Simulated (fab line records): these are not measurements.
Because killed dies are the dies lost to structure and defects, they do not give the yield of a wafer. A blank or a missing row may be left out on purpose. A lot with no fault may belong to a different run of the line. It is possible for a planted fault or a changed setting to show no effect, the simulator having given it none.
Matching of chambers || flow sky130 || 4 sister chambers for SKY_FIELD_ISO_ETCH_14 on rie diel-03
The step etches BARC in N2/H2, stops on SiO2, time 45.9 s, target depth 60 nm. 16 wafers are shown with their chamber, then 8 later ones without.

## WAFERS PAIRED WITH THEIR CHAMBERS
{"wafer": "L079.4", "chamber": 2, "oes product au (a.u.)": 0.855, "throttle valve pct (%)": 13.222}
{"wafer": "L079.5", "chamber": 0, "oes product au (a.u.)": 0.850, "throttle valve pct (%)": 13.227}
{"wafer": "L079.6", "chamber": 3, "oes product au (a.u.)": 0.851, "throttle valve pct (%)": 13.222}
{"wafer": "L080.3", "chamber": 3, "oes product au (a.u.)": 0.859, "throttle valve pct (%)": 13.224}
{"wafer": "L080.5", "chamber": 3, "oes product au (a.u.)": 0.863, "throttle valve pct (%)": 13.227}
{"wafer": "L080.6", "chamber": 0, "oes product au (a.u.)": 0.851, "throttle valve pct (%)": 13.216}
{"wafer": "L083.2", "chamber": 2, "oes product au (a.u.)": 0.856, "throttle valve pct (%)": 13.233}
{"wafer": "L083.3", "chamber": 1, "oes product au (a.u.)": 0.852, "throttle valve pct (%)": 13.241}
{"wafer": "L083.4", "chamber": 0, "oes product au (a.u.)": 0.854, "throttle valve pct (%)": 13.230}
{"wafer": "L086.2", "chamber": 1, "oes product au (a.u.)": 0.859, "throttle valve pct (%)": 13.234}
{"wafer": "L086.4", "chamber": 2, "oes product au (a.u.)": 0.856, "throttle valve pct (%)": 13.216}
{"wafer": "L086.6", "chamber": 3, "oes product au (a.u.)": 0.858, "throttle valve pct (%)": 13.222}
{"wafer": "L088.3", "chamber": 1, "oes product au (a.u.)": 0.845, "throttle valve pct (%)": 13.221}
{"wafer": "L088.5", "chamber": 0, "oes product au (a.u.)": 0.858, "throttle valve pct (%)": 13.227}
{"wafer": "L088.6", "chamber": 1, "oes product au (a.u.)": 0.847, "throttle valve pct (%)": 13.222}
{"wafer": "L090.2", "chamber": 0, "oes product au (a.u.)": 0.853, "throttle valve pct (%)": 13.225}

SIGNATURES, as means of the wafers listed above
{"reading": "oes product au", "chamber 0": 0.85320, "chamber 1": 0.85075, "chamber 2": 0.85567, "chamber 3": 0.85775, "scatter within a chamber": 0.00439}
{"reading": "throttle valve pct", "chamber 0": 13.22500, "chamber 1": 13.22950, "chamber 2": 13.22367, "chamber 3": 13.22375, "scatter within a chamber": 0.00683}
Rule: distance of a wafer from a chamber = root of the sum over the readings of ((wafer's reading minus chamber's mean) / reading's scatter) squared. If the next closest chamber is less than 2 further off than the closest, the wafer can't be placed; otherwise it belongs to the closest. The scatter is the square root of a quotient: the sum, over the shown wafers, of each reading's squared deviation from its chamber's mean, divided by wafers minus chambers.

## WAFERS WITH NO CHAMBER GIVEN
{"wafer": "L090.4", "oes product au (a.u.)": 0.857, "throttle valve pct (%)": 13.227}
{"wafer": "L090.5", "oes product au (a.u.)": 0.853, "throttle valve pct (%)": 13.215}
{"wafer": "L094.1", "oes product au (a.u.)": 0.856, "throttle valve pct (%)": 13.222}
{"wafer": "L094.2", "oes product au (a.u.)": 0.847, "throttle valve pct (%)": 13.230}
{"wafer": "L094.3", "oes product au (a.u.)": 0.855, "throttle valve pct (%)": 13.225}
{"wafer": "L095.1", "oes product au (a.u.)": 0.860, "throttle valve pct (%)": 13.217}
{"wafer": "L095.4", "oes product au (a.u.)": 0.853, "throttle valve pct (%)": 13.245}
{"wafer": "L095.6", "oes product au (a.u.)": 0.858, "throttle valve pct (%)": 13.222}

## WHICH CHAMBER EACH ONE RAN IN
{"wafer": "L090.4", "from the rows above": "can't be placed: 3 or 2 or 0 or 1", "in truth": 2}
{"wafer": "L090.5", "from the rows above": "can't be placed: 2 or 0 or 3 or 1", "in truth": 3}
{"wafer": "L094.1", "from the rows above": "can't be placed: 2 or 3 or 0 or 1", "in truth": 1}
{"wafer": "L094.2", "from the rows above": "can't be placed: 1 or 0 or 2 or 3", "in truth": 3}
{"wafer": "L094.3", "from the rows above": "can't be placed: 2 or 0 or 3 or 1", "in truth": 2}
{"wafer": "L095.1", "from the rows above": "can't be placed: 3 or 2 or 0 or 1", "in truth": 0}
{"wafer": "L095.4", "from the rows above": "can't be placed: 1 or 0 or 2 or 3", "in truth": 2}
{"wafer": "L095.6", "from the rows above": "can't be placed: 3 or 2 or 0 or 1", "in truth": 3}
Placed correctly: 0 of 8. These rows do not allow placing 8 (true chamber among the candidates in 8). Wrongly placed: 0.
